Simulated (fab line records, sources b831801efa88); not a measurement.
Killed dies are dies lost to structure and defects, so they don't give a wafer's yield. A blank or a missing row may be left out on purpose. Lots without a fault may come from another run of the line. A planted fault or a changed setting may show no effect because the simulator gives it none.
Which tool did it? | flow gf180mcu | 6 lots, 18 wafers sampled, at 3 steps of a route of 602

WHAT THE GAUGES READ, wafer by wafer
GF_V4_THK_MEAS_01.
lot  | measured     | on            | V4_CVD_00_THK (nm)
L649 | day 26 05:55 | film_metro-01 | 295 598 297
L653 | day 27 06:59 | film_metro-04 | 601 288 606
L658 | day 28 21:05 | film_metro-04 | 594 606 594
L661 | day 29 13:40 | film_metro-02 | 604 595 599
L663 | day 29 21:37 | film_metro-04 | 599 603 607
L665 | day 30 01:54 | film_metro-02 | 592 599 601

WHICH TOOL RAN EACH LOT (tool, then ch and the chambers of the sampled wafers, then the start)
lot  | GF_V3_ETCH_16                      | GF_V4_CVD_00
L649 | rie_diel-03 ch 0,1,2, day 25 06:50 | hdpcvd-01 ch 0,2, day 26 05:51
L653 | rie_diel-02 ch 0,2, day 26 08:59   | hdpcvd-01 ch 0,1, day 27 06:54
L658 | rie_diel-03 ch 1,2,3, day 27 22:50 | hdpcvd-02 ch 0,1,2, day 28 21:01
L661 | rie_diel-02 ch 2,3, day 28 16:23   | hdpcvd-02 ch 0,1,2, day 29 13:36
L663 | rie_diel-03 ch 0,3, day 28 23:38   | hdpcvd-01 ch 0,2, day 29 21:31
L665 | rie_diel-03 ch 1,3, day 29 04:52   | hdpcvd-01 ch 0,1,2, day 30 01:50
- GF_V3_ETCH_16: etches BARC in N2/H2.
- GF_V4_CVD_00: deposits SiO2, target thk 600 nm, time 100 s.

THE ANSWER, worked out from the rows above alone
Rule: what is usual is taken from the lots themselves. Put in order of their means at a reading, lots are off if they are a third of the lots or fewer, leave a main group of 4 or more, and stand apart from it by a gap of 3 or more times the standard deviation of the main group's means; of several such gaps the widest counts. A main group whose means are all the same, to the digits that the tables above print for the reading, isn't used. A lot without any number at a reading at which 4 lots or more have one is off too. The other lots that the step has rows for count as sound.
Off: L649, L653, at GF_V4_THK_MEAS_01 (V4_CVD_00_THK). The main group: mean 599 nm, standard deviation 2.2.
A tool fits if, at a process step before that reading, it ran every lot that is off, and no sound lot after the first of them. The gauges at GF_V4_THK_MEAS_01 are tried like those tools. None of those tried fits.

WHAT THE SIMULATOR HAD PUT IN
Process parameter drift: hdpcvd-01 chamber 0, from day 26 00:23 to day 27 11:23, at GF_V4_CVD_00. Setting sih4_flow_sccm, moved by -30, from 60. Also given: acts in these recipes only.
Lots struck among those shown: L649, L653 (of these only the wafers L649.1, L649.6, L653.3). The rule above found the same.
